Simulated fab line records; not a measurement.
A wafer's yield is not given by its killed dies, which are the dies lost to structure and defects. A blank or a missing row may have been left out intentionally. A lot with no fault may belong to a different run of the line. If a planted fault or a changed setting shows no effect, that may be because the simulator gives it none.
Which tool is to blame?    flow gf180mcu    21 wafers from 7 lots sampled at 2 of the route's 602 steps

== WHAT THE GAUGES READ, wafer by wafer ==
GF_HV_LDD_TW_MEAS_50.
lot   measured      on            HV_LDD_4_TW
L280  day 12 13:18  filmMetro-01  568 570 572
L284  day 14 14:33  filmMetro-04  570 569 575
L288  day 15 17:42  filmMetro-01  535 533 535
L296  day 18 03:01  filmMetro-01  572 572 573
L298  day 18 20:42  filmMetro-01  571 572 570
L300  day 19 10:38  filmMetro-01  571 577 573
L302  day 20 15:21  filmMetro-02  568 570 569

== WHICH TOOL RAN EACH LOT (tool, then ch and the chambers of the sampled wafers, then the start) ==
lot   GF_HV_LDD_IMPLANT_48
L280  implanter-04 ch 0, day 12 13:05
L284  implanter-01 ch 0, day 14 14:18
L288  implanter-04 ch 0, day 15 17:29
L296  implanter-02 ch 0, day 18 02:46
L298  implanter-02 ch 0, day 18 20:27
L300  implanter-02 ch 0, day 19 10:23
L302  implanter-02 ch 0, day 20 15:08
- GF_HV_LDD_IMPLANT_48

== THE ANSWER, worked out from the rows above alone ==
Rule: usual is defined by the lots themselves. The widest of any qualifying gaps counts: lots, ordered by their means at a reading, are off when they make up no more than a third of the lots, leave a main group of 4 or more, and stand apart from it by 3 or more times the standard deviation of that group's means. A main group is skipped when, at the precision printed for the reading in the tables above, its means are all equal. A lot without any number at a reading at which 4 lots or more have one is off too. The other lots that the step has rows for count as sound.
Off: at GF_HV_LDD_TW_MEAS_50 (HV_LDD_4_TW), L288. For the main group the mean is 571 and the standard deviation 1.5.
A tool fits if, at a process step before that reading, it ran every lot that is off, and no sound lot after the first of them. Those tools and the gauges at GF_HV_LDD_TW_MEAS_50 are tried in the same way. One fits: GF_HV_LDD_IMPLANT_48 on implanter-04. Its last sound lot is L280 (day 12 13:05), its first lot that is off L288 (day 15 17:29): a fault that began between those two fits.

== WHAT THE SIMULATOR HAD INSERTED ==
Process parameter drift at GF_HV_LDD_IMPLANT_48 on implanter-04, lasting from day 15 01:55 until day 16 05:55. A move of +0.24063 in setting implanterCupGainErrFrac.
Struck lots among those shown: L288. The rule given above showed the same thing.
